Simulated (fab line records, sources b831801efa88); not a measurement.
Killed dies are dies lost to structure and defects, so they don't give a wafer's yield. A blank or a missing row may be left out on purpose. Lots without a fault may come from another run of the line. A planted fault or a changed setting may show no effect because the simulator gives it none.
fab line records | flow sky130
record lots=14 wafers=41 last_day=50
route steps=708 shown METAL3@535 VIA4@657 PASSIVATION@684 PAD_OPEN@708
lots that met no fault: from a run of the same line without faults
start_h: hours from the record's first day to the start of the lot's first wafer shown | wait_h: hours since the lot's step before | " the same as in the row above | L1.1+2: a row that stands for several wafers | - no value, or no start given | * or withheld: withheld | < > ~ a bound
route shown NAME@n: a module of which the file shows steps, and the number in the route of the first | usual: mean/standard deviation of fault-free wafers | same: alike in all rows | chamber/n: place in a boat | sites: the reading at each site | _std_site: their standard deviation | _edge_site: outer sites' mean less inner sites' | radius_mm: how far each site lies from the wafer's centre | mask NAME#n: copy n | behind: the tool/chamber that last shaped the wafer | hold: why the lot was held/for how many hours/how that ended | device: the transistor (n, p or np) that didn't switch | end of line: the same wafers' tests at the end of the route | a step without rows: its recipe alone | killed: dies lost to structure and defects at the first sort, not the wafer's yield | map: a wafer's dies, x killed, . not, _ none there
set.NAME: the setting as run; set.NAME@STEP: as run at that earlier step | model.NAME: the simulator's own value behind a step, which no gauge read
steps of the route over a sample of lots; a table a step, a row a wafer
services: from which hour (start_h, from the record's first day; less than 0 if before it) a tool's chamber was out of use, for how many hours, and why
## steps
# step SKY_METAL3_SPUTTER_03
# recipe material=Ti target_thk_nm=5 power_w=3000 time_s=3.3 chamber_pressure_pa=0.4
# usual throttle_valve_pct=29.9/1.3
# columns lot.wafer tool chamber start_h wait_h throttle_valve_pct
L844.1 pvd_sputter-04 - 851.94 0.0 29.5
L844.4 " - " " 28.6
L844.6 " - " " 28.9
L845.3 pvd_sputter-02 - 853.47 0.0 30.9
L845.5 " - " " 30.7
L845.6 " - " " 29.8
L846.4 pvd_sputter-04 - 871.78 0.0 30.6
L846.5 " - " " 28.5
L846.6 " - " " 30.3
L847.1 pvd_sputter-01 - 874.09 0.0 30.0
L847.4 " - " " 27.4
L847.6 " - " " 29.7
L849.2 pvd_sputter-01 - 875.05 0.0 30.5
L849.3 " - " " 29.8
L849.4 " - " " 32.1
L850.3 pvd_sputter-01 - 902.24 0.0 27.0
L850.5 " - " " 30.4
L852.1 pvd_sputter-01 - 912.22 0.0 32.3
L852.5 " - " " 32.0
L852.6 " - " " 30.6
L853.1 pvd_sputter-04 - 912.68 0.0 29.5
L853.3 " - " " 28.8
L853.6 " - " " 29.5
L861.4 pvd_sputter-04 - 973.04 0.0 30.5
L861.5 " - " " 29.0
L861.6 " - " " 29.3
L863.1 pvd_sputter-01 - 999.12 0.0 32.2
L863.4 " - " " 30.1
L863.5 " - " " 32.2
L865.1 pvd_sputter-04 - 1002.29 0.0 29.4
L865.3 " - " " 30.6
L865.5 " - " " 28.7
L864.1 pvd_sputter-01 - 1003.19 0.0 27.2
L864.3 " - " " 32.0
L864.6 " - " " 29.9
L866.2 pvd_sputter-01 - 1007.74 0.0 29.9
L866.4 " - " " 29.8
L866.6 " - " " 32.1
L867.2 pvd_sputter-04 - 1009.24 0.0 29.8
L867.3 " - " " 28.8
L867.6 " - " " 28.9
# step SKY_VIA4_CVD_18
# recipe material=W target_thk_nm=505 time_s=152.14 temp_c=400 pressure_torr=40
# usual heater_power_w=828/33
# columns lot.wafer tool chamber start_h wait_h heater_power_w
L844.1 cvd_w-01 1 1009.13 0.0 811
L844.4 " 1 " " 784
L844.6 " 0 " " 769
L845.3 cvd_w-02 0 1009.88 0.1 856
L845.5 " 0 " " 858
L845.6 " 1 " " 830
L846.4 cvd_w-01 1 1027.58 0.1 826
L846.5 " 1 " " 793
L846.6 " 0 " " 777
L847.1 cvd_w-01 0 1029.58 0.0 795
L847.4 " 0 " " 785
L847.6 " 1 " " 809
L849.2 cvd_w-02 0 1030.25 0.0 866
L849.3 " 1 " " 832
L849.4 " 0 " " 878
L850.3 cvd_w-02 0 1049.04 0.1 867
L850.5 " 1 " " 827
L853.1 cvd_w-01 0 1059.03 0.0 778
L853.3 " 0 " " 788
L853.6 " 1 " " 804
L852.1 cvd_w-02 0 1061.43 0.0 856
L852.5 " 1 " " 839
L852.6 " 0 " " 875
L861.4 cvd_w-02 1 1112.12 0.1 819
L861.5 " 0 " " 889
L861.6 " 1 " " 836
L863.1 cvd_w-02 1 1132.93 0.0 855
L863.4 " 1 " " 846
L863.5 " 0 " " 870
L865.1 cvd_w-02 1 1135.83 0.0 828
L865.3 " 0 " " 856
L865.5 " 1 " " 859
L864.1 cvd_w-01 0 1137.58 0.0 796
L864.3 " 0 " " 782
L864.6 " 1 " " 799
L866.2 cvd_w-02 0 1142.13 0.0 886
L866.4 " 1 " " 836
L866.6 " 1 " " 829
L867.2 cvd_w-02 0 1143.71 0.0 872
L867.3 " 1 " " 831
L867.6 " 1 " " 852
# step SKY_VIA4_THK_MEAS_20
# recipe thk_meas_gauge=xrf reads=W_of_VIA4_CVD_18
# usual VIA4_W_THK=515/12
# columns lot.wafer tool chamber start_h wait_h VIA4_W_THK[nm]
L844.1 film_metro-04 - 1009.40 0.1 515
L844.4 " - " " 516
L844.6 " - " " 512
L845.3 film_metro-02 - 1010.13 0.1 515
L845.5 " - " " 514
L845.6 " - " " 526
L846.4 film_metro-04 - 1027.85 0.1 525
L846.5 " - " " 526
L846.6 " - " " 514
L847.1 film_metro-04 - 1029.87 0.1 511
L847.4 " - " " 504
L847.6 " - " " 516
L849.2 film_metro-01 - 1030.54 0.1 513
L849.3 " - " " 522
L849.4 " - " " 501
L850.3 film_metro-02 - 1049.28 0.1 528
L850.5 " - " " 531
L853.1 film_metro-02 - 1059.30 0.1 495
L853.3 " - " " 495
L853.6 " - " " 509
L852.1 film_metro-01 - 1061.71 0.1 511
L852.5 " - " " 521
L852.6 " - " " 514
L861.4 film_metro-01 - 1112.37 0.1 522
L861.5 " - " " 512
L861.6 " - " " 522
L863.1 film_metro-02 - 1133.21 0.1 529
L863.4 " - " " 526
L863.5 " - " " 509
L865.1 film_metro-04 - 1136.10 0.1 532
L865.3 " - " " 514
L865.5 " - " " 526
L864.1 film_metro-02 - 1137.86 0.1 492
L864.3 " - " " 493
L864.6 " - " " 501
L866.2 film_metro-02 - 1142.41 0.1 512
L866.4 " - " " 519
L866.6 " - " " 526
L867.2 film_metro-04 - 1143.99 0.1 518
L867.3 " - " " 537
L867.6 " - " " 532
# step SKY_PASSIVATION_THK_MEAS_03
# recipe reads=Si3N4_of_PASSIVATION_CVD_02
# usual PASSIVATION_CVD_02_THK=542/7.2
# columns lot.wafer tool chamber start_h wait_h PASSIVATION_CVD_02_THK[nm]
L844.1 film_metro-01 - 1033.58 - 536
L844.4 " - " " 551
L844.6 " - " " 541
L845.3 film_metro-03 - 1034.92 - 531
L845.5 " - " " 544
L845.6 " - " " 543
L846.4 film_metro-03 - 1052.39 - 551
L846.5 " - " " 555
L846.6 " - " " 547
L847.1 film_metro-03 - 1054.24 - 529
L847.4 " - " " 543
L847.6 " - " " 534
L849.2 film_metro-04 - 1054.95 - 536
L849.3 " - " " 544
L849.4 " - " " 556
L850.3 film_metro-03 - 1072.48 - 530
L850.5 " - " " 541
L853.1 film_metro-03 - 1082.24 - 543
L853.3 " - " " 538
L853.6 " - " " 545
L852.1 film_metro-04 - 1085.04 - 538
L852.5 " - " " 546
L852.6 " - " " 548
L861.4 film_metro-01 - 1132.83 - 540
L861.5 " - " " 539
L861.6 " - " " 540
L863.1 film_metro-01 - 1152.20 - 538
L863.4 " - " " 550
L863.5 " - " " 550
L865.1 film_metro-01 - 1155.68 - 527
L865.3 " - " " 536
L865.5 " - " " 541
L864.1 film_metro-01 - 1157.84 - 530
L864.3 " - " " 521
L864.6 " - " " 537
L866.2 film_metro-01 - 1163.31 - 539
L866.4 " - " " 551
L866.6 " - " " 550
L867.2 film_metro-03 - 1164.35 - 535
L867.3 " - " " 549
L867.6 " - " " 556
# step SKY_PAD_OPEN_PROBE_99
# usual defect_limited_yield=82.6/1.9 killed_at_M0_to_M3=43/7.2 killed_at_M4_up=3.5/2 killed_at_contacts=24/5.2 killed_at_front_end=15/4.4 killed_at_other=0.2/0.48 killed_dies=85/9.4 killed_on_rim=16/3.7 killed_open=46/7.3 killed_short=39/6.1
# same gross_dies=492 killed_at_back_side=0
# columns lot.wafer tool chamber start_h wait_h defect_limited_yield[%] killed_at_M0_to_M3 killed_at_M4_up killed_at_contacts killed_at_front_end killed_at_other killed_dies killed_on_rim killed_open killed_short
L844.1 prober-02 - 1081.22 0.1 80.9 51 4 27 12 0 94 18 52 42
L844.4 prober-02 - 1081.37 0.2 82.9 35 2 32 15 0 84 16 50 33
L844.6 prober-02 - 1081.47 0.2 82.9 46 1 22 15 0 84 13 42 42
L845.3 prober-01 - 1081.44 0.2 82.3 45 5 24 13 0 87 21 48 39
L845.5 prober-01 - 1081.54 0.2 80.5 41 4 24 27 0 96 14 67 29
L845.6 prober-01 - 1081.59 0.2 86.8 35 1 21 8 0 65 17 35 30
L846.4 prober-01 - 1097.87 0.2 81.5 47 3 30 11 0 91 22 46 45
L846.5 prober-01 - 1097.92 0.2 79.9 45 3 34 17 0 99 18 61 38
L846.6 prober-01 - 1097.97 0.2 80.7 43 7 32 13 0 95 19 55 38
L847.1 prober-02 - 1099.22 0.1 88.2 23 4 13 18 0 58 12 26 32
L847.4 prober-02 - 1099.37 0.2 83.5 25 8 27 20 1 81 20 34 47
L847.6 prober-02 - 1099.47 0.2 85.8 41 4 18 7 0 70 17 37 33
L849.2 prober-01 - 1100.77 0.1 81.9 52 1 27 9 0 89 17 56 33
L849.3 prober-01 - 1100.82 0.2 80.7 53 7 19 16 0 95 18 59 36
L849.4 prober-01 - 1100.87 0.2 85.2 35 6 21 11 0 73 13 38 35
L850.3 prober-01 - 1116.18 0.2 72.8 98 7 18 9 2 134 19 42 34
L850.5 prober-01 - 1116.28 0.2 74.2 87 3 21 16 0 127 20 34 38
L853.1 prober-01 - 1125.65 0.1 81.9 36 2 34 17 0 89 17 55 34
L853.3 prober-01 - 1125.75 0.2 83.9 37 4 25 13 0 79 19 36 40
L853.6 prober-01 - 1125.90 0.2 81.1 42 5 32 13 1 93 14 49 43
L852.1 prober-01 - 1127.15 0.1 76.8 80 1 20 13 0 114 28 43 37
L852.5 prober-01 - 1127.35 0.2 77.2 79 3 16 14 0 112 24 33 44
L852.6 prober-01 - 1127.40 0.2 75.2 94 1 14 13 0 122 14 37 34
L861.4 prober-02 - 1169.76 0.2 81.1 48 2 27 16 0 93 22 46 46
L861.5 prober-02 - 1169.81 0.2 82.9 33 1 31 19 0 84 13 56 28
L861.6 prober-02 - 1169.86 0.2 81.1 48 2 27 16 0 93 22 50 43
L863.1 prober-02 - 1187.74 0.1 82.9 42 2 27 13 0 84 17 43 41
L863.4 prober-02 - 1187.89 0.2 83.5 41 2 23 15 0 81 15 46 35
L863.5 prober-02 - 1187.94 0.2 82.3 40 5 28 14 0 87 17 52 35
L865.1 prober-01 - 1189.84 0.1 81.9 45 4 21 19 0 89 18 48 41
L865.3 prober-01 - 1189.94 0.2 83.3 42 2 22 16 0 82 14 41 41
L865.5 prober-01 - 1190.04 0.2 81.3 41 2 35 14 0 92 16 50 42
L864.1 prober-02 - 1192.27 0.1 81.9 39 5 28 16 1 89 16 44 45
L864.3 prober-02 - 1192.37 0.2 81.1 51 4 27 11 0 93 20 57 36
L864.6 prober-02 - 1192.52 0.2 84.3 29 6 30 12 0 77 19 46 31
L866.2 prober-01 - 1197.73 0.1 82.7 32 3 29 21 0 85 18 37 48
L866.4 prober-01 - 1197.83 0.2 80.3 44 2 32 19 0 97 20 53 44
L866.6 prober-01 - 1197.93 0.2 82.1 49 5 19 14 1 88 16 48 40
L867.2 prober-02 - 1199.09 0.1 80.3 48 6 21 22 0 97 16 45 52
L867.3 prober-02 - 1199.14 0.2 81.3 47 2 23 20 0 92 17 43 47
L867.6 prober-02 - 1199.29 0.2 80.9 50 5 20 19 0 94 11 45 49
# killed by level:class
L844.1 VIA1:geometric_particle:open=13 VIA3:geometric_particle:open=10 METAL1:geometric_particle:short=9 LI_CONTACT:geometric_particle:open=8 CONTACT:geometric_particle:open=8 VIA1:geometric_particle:short=7 LOCAL_INTERCONNECT:geometric_particle:short=5 VIA2:geometric_particle:open=4
L844.4 CONTACT:geometric_particle:open=12 LI_CONTACT:geometric_particle:open=8 VIA1:geometric_particle:open=8 VIA3:geometric_particle:open=8 FIELD_ISO:geometric_particle:short=5 CONTACT:geometric_particle:short=4 VIA1:geometric_particle:short=4 METAL2:geometric_particle:short=4
L845.3 CONTACT:geometric_particle:open=12 LI_CONTACT:geometric_particle:open=9 VIA1:geometric_particle:open=8 FIELD_ISO:geometric_particle:short=7 METAL1:geometric_particle:short=6 VIA2:geometric_particle:open=6 FIELD_ISO:geometric_particle:open=4 METAL2:geometric_particle:short=4
L844.6 VIA1:geometric_particle:open=13 LI_CONTACT:geometric_particle:open=8 METAL2:geometric_particle:short=7 LOCAL_INTERCONNECT:geometric_particle:short=5 METAL1:geometric_particle:short=5 VIA3:geometric_particle:open=5 FIELD_ISO:geometric_particle:short=4 VIA2:geometric_particle:open=4
L845.5 VIA1:geometric_particle:open=16 CONTACT:geometric_particle:open=11 LI_CONTACT:geometric_particle:open=10 FIELD_ISO:geometric_particle:open=9 POLY_GATE:geometric_particle:open=7 POLY_GATE:geometric_particle:short=6 VIA3:geometric_particle:open=6 FIELD_ISO:geometric_particle:short=4
L845.6 CONTACT:geometric_particle:open=7 METAL1:geometric_particle:short=7 VIA1:geometric_particle:open=7 LI_CONTACT:geometric_particle:open=6 VIA1:geometric_particle:short=6 CONTACT:geometric_particle:short=4 METAL2:geometric_particle:short=4 VIA3:geometric_particle:open=4
L846.4 CONTACT:geometric_particle:open=10 LI_CONTACT:geometric_particle:open=7 VIA1:geometric_particle:open=7 METAL2:geometric_particle:short=7 VIA2:geometric_particle:open=7 VIA3:geometric_particle:open=6 LI_CONTACT:geometric_particle:short=5 METAL1:geometric_particle:short=5
L846.5 VIA1:geometric_particle:open=16 CONTACT:geometric_particle:open=13 CONTACT:geometric_particle:short=10 LI_CONTACT:geometric_particle:open=7 VIA2:geometric_particle:open=6 VIA1:geometric_particle:short=5 FIELD_ISO:geometric_particle:open=4 METAL1:geometric_particle:short=4
L846.6 VIA2:geometric_particle:open=10 LI_CONTACT:geometric_particle:open=8 CONTACT:geometric_particle:open=7 VIA1:geometric_particle:open=7 VIA3:geometric_particle:open=6 VIA1:geometric_particle:short=5 FIELD_ISO:geometric_particle:open=4 LI_CONTACT:geometric_particle:short=4
L847.1 VIA1:geometric_particle:open=6 LI_CONTACT:geometric_particle:open=5 METAL1:geometric_particle:open=4 FIELD_ISO:geometric_particle:short=3 FIELD_ISO:geometric_particle:open=3 POLY_GATE:geometric_particle:short=3 POLY_CUT:geometric_particle:short=3 CONTACT:geometric_particle:short=3
L847.4 CONTACT:geometric_particle:open=8 FIELD_ISO:geometric_particle:short=7 LOCAL_INTERCONNECT:geometric_particle:short=7 METAL4:geometric_particle:short=5 LI_CONTACT:geometric_particle:open=4 CONTACT:geometric_particle:short=4 VIA1:geometric_particle:short=4 METAL2:geometric_particle:short=4
L847.6 CONTACT:geometric_particle:open=10 VIA2:geometric_particle:open=8 VIA1:geometric_particle:open=7 VIA3:geometric_particle:open=7 METAL2:geometric_particle:short=6 METAL3:geometric_particle:short=4 LOCAL_INTERCONNECT:geometric_particle:short=3 CONTACT:geometric_particle:short=3
L849.2 VIA1:geometric_particle:open=13 VIA3:geometric_particle:open=12 LI_CONTACT:geometric_particle:open=10 CONTACT:geometric_particle:open=8 LI_CONTACT:geometric_particle:short=5 VIA3:geometric_particle:short=5 METAL1:geometric_particle:open=4 METAL1:geometric_particle:short=4
L849.3 VIA1:geometric_particle:open=14 VIA2:geometric_particle:open=12 CONTACT:geometric_particle:open=10 VIA1:geometric_particle:short=7 VIA3:geometric_particle:open=7 POLY_GATE:geometric_particle:short=6 FIELD_ISO:geometric_particle:open=5 METAL1:geometric_particle:short=5
L849.4 CONTACT:geometric_particle:open=9 FIELD_ISO:geometric_particle:short=6 METAL3:geometric_particle:short=6 VIA3:geometric_particle:open=6 VIA2:geometric_particle:open=5 VIA3:geometric_particle:short=4 LI_CONTACT:geometric_particle:open=4 VIA1:geometric_particle:open=4
L850.3 METAL3:unspecified=58 CONTACT:geometric_particle:open=9 VIA1:geometric_particle:open=8 LI_CONTACT:geometric_particle:open=6 VIA3:geometric_particle:open=6 METAL1:geometric_particle:short=5 METAL2:geometric_particle:short=5 METAL4:geometric_particle:short=5
L850.5 METAL3:unspecified=53 CONTACT:geometric_particle:open=7 CONTACT:geometric_particle:short=7 METAL1:geometric_particle:short=7 VIA1:geometric_particle:short=7 POLY_GATE:geometric_particle:open=5 LI_CONTACT:geometric_particle:open=5 VIA3:geometric_particle:open=5
L853.1 CONTACT:geometric_particle:open=15 LI_CONTACT:geometric_particle:open=11 VIA2:geometric_particle:open=9 VIA1:geometric_particle:open=8 FIELD_ISO:geometric_particle:short=7 METAL2:geometric_particle:short=5 VIA3:geometric_particle:open=4 POLY_GATE:geometric_particle:short=3
L853.3 CONTACT:geometric_particle:short=9 METAL1:geometric_particle:short=8 CONTACT:geometric_particle:open=7 VIA1:geometric_particle:open=6 VIA2:geometric_particle:open=5 FIELD_ISO:geometric_particle:short=4 LI_CONTACT:geometric_particle:short=3 POLY_GATE:geometric_particle:short=3
L853.6 CONTACT:geometric_particle:open=12 LI_CONTACT:geometric_particle:open=8 VIA2:geometric_particle:open=8 METAL1:geometric_particle:short=7 VIA1:geometric_particle:open=7 VIA1:geometric_particle:short=5 LI_CONTACT:geometric_particle:short=4 CONTACT:geometric_particle:short=4
L852.1 METAL3:unspecified=34 VIA1:geometric_particle:open=9 CONTACT:geometric_particle:open=9 VIA1:geometric_particle:short=8 VIA3:geometric_particle:open=7 VIA2:geometric_particle:short=6 LI_CONTACT:geometric_particle:open=5 VIA2:geometric_particle:open=5
L852.5 METAL3:unspecified=35 METAL1:geometric_particle:short=8 VIA1:geometric_particle:open=8 METAL2:geometric_particle:short=7 CONTACT:geometric_particle:open=6 VIA2:geometric_particle:open=5 FIELD_ISO:geometric_particle:short=4 POLY_GATE:geometric_particle:short=4
L852.6 METAL3:unspecified=51 VIA1:geometric_particle:open=10 METAL1:geometric_particle:short=6 CONTACT:geometric_particle:open=6 VIA2:geometric_particle:open=6 FIELD_ISO:geometric_particle:short=5 LI_CONTACT:geometric_particle:open=5 VIA3:geometric_particle:open=4
L861.4 CONTACT:geometric_particle:open=11 VIA1:geometric_particle:open=10 VIA3:geometric_particle:open=10 FIELD_ISO:geometric_particle:short=7 CONTACT:geometric_particle:short=7 LOCAL_INTERCONNECT:geometric_particle:short=6 VIA2:geometric_particle:open=6 METAL3:geometric_particle:short=5
L861.5 CONTACT:geometric_particle:open=10 LI_CONTACT:geometric_particle:open=9 VIA3:geometric_particle:open=8 VIA1:geometric_particle:open=7 FIELD_ISO:geometric_particle:open=6 POLY_GATE:geometric_particle:short=5 CONTACT:geometric_particle:short=5 VIA2:geometric_particle:open=5
L861.6 VIA1:geometric_particle:open=13 CONTACT:geometric_particle:open=8 LI_CONTACT:geometric_particle:open=8 VIA2:geometric_particle:open=8 FIELD_ISO:geometric_particle:short=6 METAL3:geometric_particle:short=5 POLY_GATE:geometric_particle:short=4 METAL1:geometric_particle:short=4
L863.1 VIA1:geometric_particle:open=12 CONTACT:geometric_particle:open=8 METAL2:geometric_particle:short=8 LI_CONTACT:geometric_particle:open=6 LOCAL_INTERCONNECT:geometric_particle:short=6 VIA3:geometric_particle:open=5 FIELD_ISO:geometric_particle:open=4 VIA2:geometric_particle:open=4
L863.4 LI_CONTACT:geometric_particle:open=11 VIA1:geometric_particle:open=9 FIELD_ISO:geometric_particle:short=7 VIA1:geometric_particle:short=6 CONTACT:geometric_particle:open=6 VIA3:geometric_particle:open=6 VIA3:geometric_particle:short=5 METAL1:geometric_particle:short=4
L863.5 VIA1:geometric_particle:open=15 LI_CONTACT:geometric_particle:open=8 CONTACT:geometric_particle:open=8 VIA3:geometric_particle:open=5 CONTACT:geometric_particle:short=5 METAL4:geometric_particle:short=5 LOCAL_INTERCONNECT:geometric_particle:short=4 METAL2:geometric_particle:short=4
L865.1 VIA1:geometric_particle:open=11 VIA3:geometric_particle:open=8 CONTACT:geometric_particle:open=7 FIELD_ISO:geometric_particle:short=5 LI_CONTACT:geometric_particle:open=5 CONTACT:geometric_particle:short=5 VIA1:geometric_particle:short=5 VIA2:geometric_particle:short=4
L865.3 VIA1:geometric_particle:open=9 VIA3:geometric_particle:open=8 CONTACT:geometric_particle:open=7 VIA2:geometric_particle:short=7 CONTACT:geometric_particle:short=5 LI_CONTACT:geometric_particle:open=4 POLY_GATE:geometric_particle:short=4 METAL1:geometric_particle:short=4
L865.5 CONTACT:geometric_particle:open=12 METAL2:geometric_particle:short=9 LI_CONTACT:geometric_particle:open=8 VIA1:geometric_particle:open=8 VIA2:geometric_particle:open=8 CONTACT:geometric_particle:short=7 FIELD_ISO:geometric_particle:short=4 POLY_GATE:geometric_particle:open=4
L864.1 CONTACT:geometric_particle:open=10 LOCAL_INTERCONNECT:geometric_particle:short=9 VIA1:geometric_particle:open=8 VIA2:geometric_particle:open=7 POLY_GATE:geometric_particle:short=4 CONTACT:geometric_particle:short=4 METAL2:geometric_particle:short=4 VIA3:geometric_particle:open=4
L864.3 VIA1:geometric_particle:open=14 LI_CONTACT:geometric_particle:open=10 VIA3:geometric_particle:open=10 METAL1:geometric_particle:short=6 FIELD_ISO:geometric_particle:open=5 CONTACT:geometric_particle:open=5 VIA2:geometric_particle:open=5 LI_CONTACT:geometric_particle:short=4
L864.6 CONTACT:geometric_particle:open=17 VIA1:geometric_particle:open=6 LI_CONTACT:geometric_particle:open=5 METAL2:geometric_particle:short=5 LOCAL_INTERCONNECT:geometric_particle:short=4 CONTACT:geometric_particle:short=4 VIA3:geometric_particle:open=4 VIA2:geometric_particle:open=4
L866.2 CONTACT:geometric_particle:open=10 POLY_GATE:geometric_particle:short=8 LI_CONTACT:geometric_particle:open=8 VIA1:geometric_particle:short=7 VIA1:geometric_particle:open=7 FIELD_ISO:geometric_particle:short=4 LOCAL_INTERCONNECT:geometric_particle:short=4 CONTACT:geometric_particle:short=4
L866.4 VIA1:geometric_particle:open=14 CONTACT:geometric_particle:short=9 CONTACT:geometric_particle:open=9 VIA3:geometric_particle:open=8 LI_CONTACT:geometric_particle:open=7 VIA1:geometric_particle:short=7 FIELD_ISO:geometric_particle:short=6 FIELD_ISO:geometric_particle:open=4
L866.6 VIA1:geometric_particle:open=11 CONTACT:geometric_particle:open=10 VIA2:geometric_particle:open=8 VIA3:geometric_particle:open=7 METAL1:geometric_particle:short=6 METAL3:geometric_particle:short=6 VIA1:geometric_particle:short=5 FIELD_ISO:geometric_particle:open=4
L867.2 CONTACT:geometric_particle:open=11 METAL1:geometric_particle:short=11 VIA1:geometric_particle:open=9 VIA2:geometric_particle:short=8 POLY_GATE:geometric_particle:short=6 FIELD_ISO:geometric_particle:open=5 LI_CONTACT:geometric_particle:open=4 METAL4:geometric_particle:short=4
L867.3 VIA1:geometric_particle:open=8 VIA1:geometric_particle:short=7 CONTACT:geometric_particle:open=7 METAL1:geometric_particle:short=7 POLY_GATE:geometric_particle:short=6 METAL2:geometric_particle:short=6 CONTACT:geometric_particle:short=5 VIA2:geometric_particle:open=5
L867.6 VIA1:geometric_particle:open=10 POLY_GATE:geometric_particle:open=8 VIA3:geometric_particle:open=7 CONTACT:geometric_particle:open=6 POLY_GATE:geometric_particle:short=5 METAL1:geometric_particle:short=5 METAL2:geometric_particle:short=5 VIA2:geometric_particle:short=5
## services
# columns tool chamber start_h hours kind
pvd_sputter-02 - 878.85 3.7 repair
pvd_sputter-01 - 885.11 7.9 repair
pvd_sputter-04 - 886.72 13.6 repair
cvd_w-01 - 904.00 14.0 pm
cvd_w-02 - 918.00 6.0 pm
pvd_sputter-01 - 921.14 2.2 repair
pvd_sputter-02 - 942.10 84.7 repair
pvd_sputter-04 - 961.59 1.0 repair
pvd_sputter-04 0 968.50 - consumable_replace:kit
pvd_sputter-04 0 968.50 18.0 scheduled_down
pvd_sputter-04 0 968.50 18.0 vent_cycle
pvd_sputter-01 1 992.93 - consumable_replace:kit
pvd_sputter-01 1 992.93 18.0 scheduled_down
pvd_sputter-01 1 992.93 18.0 vent_cycle
pvd_sputter-02 - 1009.48 8.0 repair
pvd_sputter-01 - 1041.24 1.4 repair
pvd_sputter-01 - 1071.19 1.2 repair
pvd_sputter-04 3 1077.07 - consumable_replace:kit
pvd_sputter-04 3 1077.07 18.0 scheduled_down
pvd_sputter-01 0 1085.83 - consumable_replace:kit
pvd_sputter-01 0 1085.83 18.0 scheduled_down
pvd_sputter-01 0 1085.83 18.0 vent_cycle
cvd_w-01 1 1115.79 7.8 repair
pvd_sputter-01 - 1120.32 4.8 repair
## key
first_sign step=SKY_PAD_OPEN_PROBE_99 reading=killed_at_M0_to_M3 direction=up sigmas=6.3 usual=43 struck=88
effect step=SKY_PAD_OPEN_PROBE_99 reading=killed_dies direction=up sigmas=3.9 usual=85 struck=122
met_at SKY_METAL3_SPUTTER_03
struck_lots L850,L852
not_acting_at SKY_VIA4_CVD_18,SKY_VIA4_THK_MEAS_20,SKY_PASSIVATION_THK_MEAS_03
onset_between 875.05 902.24
fault kind=chamber_particle_source tool=pvd_sputter-01 chamber=- onset_h=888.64 steps=SKY_METAL3_SPUTTER_03 rate_per_visit_cm2=0.93293 end_h=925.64
